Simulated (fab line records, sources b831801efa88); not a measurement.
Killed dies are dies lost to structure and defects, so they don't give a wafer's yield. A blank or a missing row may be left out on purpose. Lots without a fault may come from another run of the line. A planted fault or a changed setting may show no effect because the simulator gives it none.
Chamber matching | flow gf180mcu | GF_V1_CMP_26 on cmp-02: 4 sister chambers
The step polishes, stops on SiO2, t overpolish 15 s, target thk 0 nm. 24 wafers are shown with their chamber, then 12 later ones without.

WAFERS WITH THEIR CHAMBER
wafer  | chamber | motor_current_A (A) | time_to_endpoint_s (s) | slurry_filter_dp_kPa (kPa)
L197.2 | 2       | 12.6                | 87                     | 13.79
L197.3 | 1       | 10.8                | 85                     | 13.55
L197.4 | 3       | 10.7                | 86                     | 13.60
L198.1 | 2       | 12.0                | 84                     | 13.50
L198.4 | 1       | 10.6                | 80                     | 13.38
L198.6 | 1       | 10.5                | 82                     | 13.73
L201.3 | 3       | 10.5                | 88                     | 13.57
L201.4 | 1       | 10.5                | 82                     | 13.42
L201.5 | 2       | 12.1                | 85                     | 13.36
L202.1 | 1       | 10.4                | 86                     | 13.22
L202.4 | 2       | 12.2                | 83                     | 13.69
L202.5 | 0       | 9.7                 | 85                     | 13.63
L204.4 | 1       | 10.6                | 85                     | 13.56
L204.5 | 1       | 10.7                | 83                     | 13.70
L204.6 | 0       | 9.8                 | 89                     | 13.36
L210.1 | 2       | 11.8                | 83                     | 13.64
L210.2 | 3       | 10.4                | 86                     | 13.52
L210.6 | 1       | 10.0                | 79                     | 13.46
L213.1 | 2       | 12.4                | 94                     | 13.55
L213.3 | 3       | 10.6                | 93                     | 13.69
L213.4 | 1       | 10.4                | 87                     | 13.58
L214.2 | 0       | 10.0                | 89                     | 13.68
L214.4 | 1       | 10.4                | 86                     | 13.37
L214.5 | 3       | 10.6                | 87                     | 13.37

SIGNATURES (means of the wafers above)
reading              | chamber 0 | chamber 1 | chamber 2 | chamber 3 | scatter within a chamber
motor_current_A      | 9.833     | 10.490    | 12.183    | 10.560    | 0.216
time_to_endpoint_s   | 87.67     | 83.50     | 86.00     | 88.00     | 3.16
slurry_filter_dp_kPa | 13.5567   | 13.4970   | 13.5883   | 13.5500   | 0.151
Rule: a wafer's distance from a chamber is the root of the sum, over the readings, of the square of ((its reading less the chamber's mean) divided by the reading's scatter). The wafer belongs to the nearest chamber; if the next one is less than 2 further off, it can't be placed. The scatter: the root of (the sum of the squares of (reading less its chamber's mean) over the shown wafers, divided by (wafers less chambers)).

WAFERS WITHOUT THEIR CHAMBER
wafer  | motor_current_A (A) | time_to_endpoint_s (s) | slurry_filter_dp_kPa (kPa)
L215.1 | 10.8                | 85                     | 13.59
L215.3 | 10.5                | 88                     | 13.41
L215.6 | 10.6                | 85                     | 13.34
L216.1 | 10.8                | 86                     | 13.69
L216.4 | 11.1                | 86                     | 13.41
L216.6 | 11.0                | 88                     | 13.53
L218.1 | 10.5                | 81                     | 13.47
L218.2 | 10.4                | 84                     | 13.70
L218.5 | 12.1                | 87                     | 13.53
L219.1 | 10.7                | 84                     | 13.65
L219.3 | 11.8                | 90                     | 13.41
L219.6 | 11.9                | 86                     | 13.49

WHICH CHAMBER EACH WENT THROUGH
wafer  | from the rows above          | in truth
L215.1 | can't be placed: 3 or 1      | 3
L215.3 | can't be placed: 3 or 1      | 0
L215.6 | can't be placed: 1 or 3      | 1
L216.1 | can't be placed: 3 or 1      | 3
L216.4 | can't be placed: 3 or 1      | 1
L216.6 | can't be placed: 3 or 1      | 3
L218.1 | can't be placed: 1 or 3      | 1
L218.2 | can't be placed: 1 or 3 or 0 | 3
L218.5 | 2                            | 2
L219.1 | can't be placed: 1 or 3      | 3
L219.3 | 2                            | 2
L219.6 | 2                            | 2
Placed correctly: 3 of 12. Can't be placed from these rows: 9 (the true chamber is among the candidates in 8). Placed wrongly: 0.
